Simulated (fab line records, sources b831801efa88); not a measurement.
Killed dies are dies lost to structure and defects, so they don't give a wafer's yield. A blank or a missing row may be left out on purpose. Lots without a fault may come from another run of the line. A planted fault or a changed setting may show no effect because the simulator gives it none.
Chamber matching | flow sky130 | SKY_VIA1_CMP_24 on cmp-02: 4 sister chambers
The step polishes, stops on SiO2, t overpolish 15 s, target thk 0 nm. 14 wafers are shown with their chamber, then 7 later ones without.

WAFERS WITH THEIR CHAMBER
wafer  | chamber | motor_current_A (A) | time_to_endpoint_s (s) | overpolish_run_s (s)
L561.3 | 3       | 9.9                 | 58.8                   | 14.979
L561.4 | 1       | 11.3                | 63.1                   | 15.003
L561.6 | 1       | 11.9                | 64.1                   | 15.017
L565.1 | 0       | 13.1                | 61.0                   | 15.006
L565.2 | 2       | 10.5                | 61.4                   | 15.000
L565.3 | 1       | 11.5                | 63.6                   | 15.001
L574.4 | 1       | 12.3                | 62.5                   | 15.001
L574.5 | 2       | 10.3                | 64.4                   | 15.009
L574.6 | 1       | 11.4                | 66.0                   | 15.010
L575.2 | 0       | 12.6                | 68.6                   | 15.009
L575.3 | 2       | 10.3                | 63.4                   | 15.014
L575.5 | 0       | 13.1                | 66.4                   | 15.011
L576.1 | 0       | 11.8                | 65.7                   | 15.003
L576.3 | 3       | 10.5                | 60.8                   | 15.013

SIGNATURES (means of the wafers above)
reading            | chamber 0 | chamber 1 | chamber 2 | chamber 3 | scatter within a chamber
motor_current_A    | 12.650    | 11.680    | 10.367    | 10.200    | 0.45
time_to_endpoint_s | 65.425    | 63.860    | 63.067    | 59.800    | 2.11
overpolish_run_s   | 15.00725  | 15.00640  | 15.00767  | 14.99600  | 0.00954
Rule: a wafer's distance from a chamber is the root of the sum, over the readings, of the square of ((its reading less the chamber's mean) divided by the reading's scatter). The wafer belongs to the nearest chamber; if the next one is less than 2 further off, it can't be placed. The scatter: the root of (the sum of the squares of (reading less its chamber's mean) over the shown wafers, divided by (wafers less chambers)).

WAFERS WITHOUT THEIR CHAMBER
wafer  | motor_current_A (A) | time_to_endpoint_s (s) | overpolish_run_s (s)
L576.5 | 10.2                | 63.5                   | 14.998
L577.3 | 9.9                 | 60.1                   | 14.999
L577.4 | 11.5                | 64.8                   | 14.997
L577.6 | 13.1                | 64.1                   | 14.994
L578.2 | 9.8                 | 64.9                   | 14.989
L578.3 | 9.7                 | 62.9                   | 14.994
L578.5 | 12.7                | 64.3                   | 14.983

WHICH CHAMBER EACH WENT THROUGH
wafer  | from the rows above          | in truth
L576.5 | can't be placed: 2 or 3      | 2
L577.3 | can't be placed: 3 or 2      | 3
L577.4 | can't be placed: 1 or 0 or 2 | 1
L577.6 | can't be placed: 0 or 1      | 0
L578.2 | can't be placed: 2 or 3      | 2
L578.3 | can't be placed: 3 or 2      | 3
L578.5 | can't be placed: 0 or 1      | 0
Placed correctly: 0 of 7. Can't be placed from these rows: 7 (the true chamber is among the candidates in 7). Placed wrongly: 0.
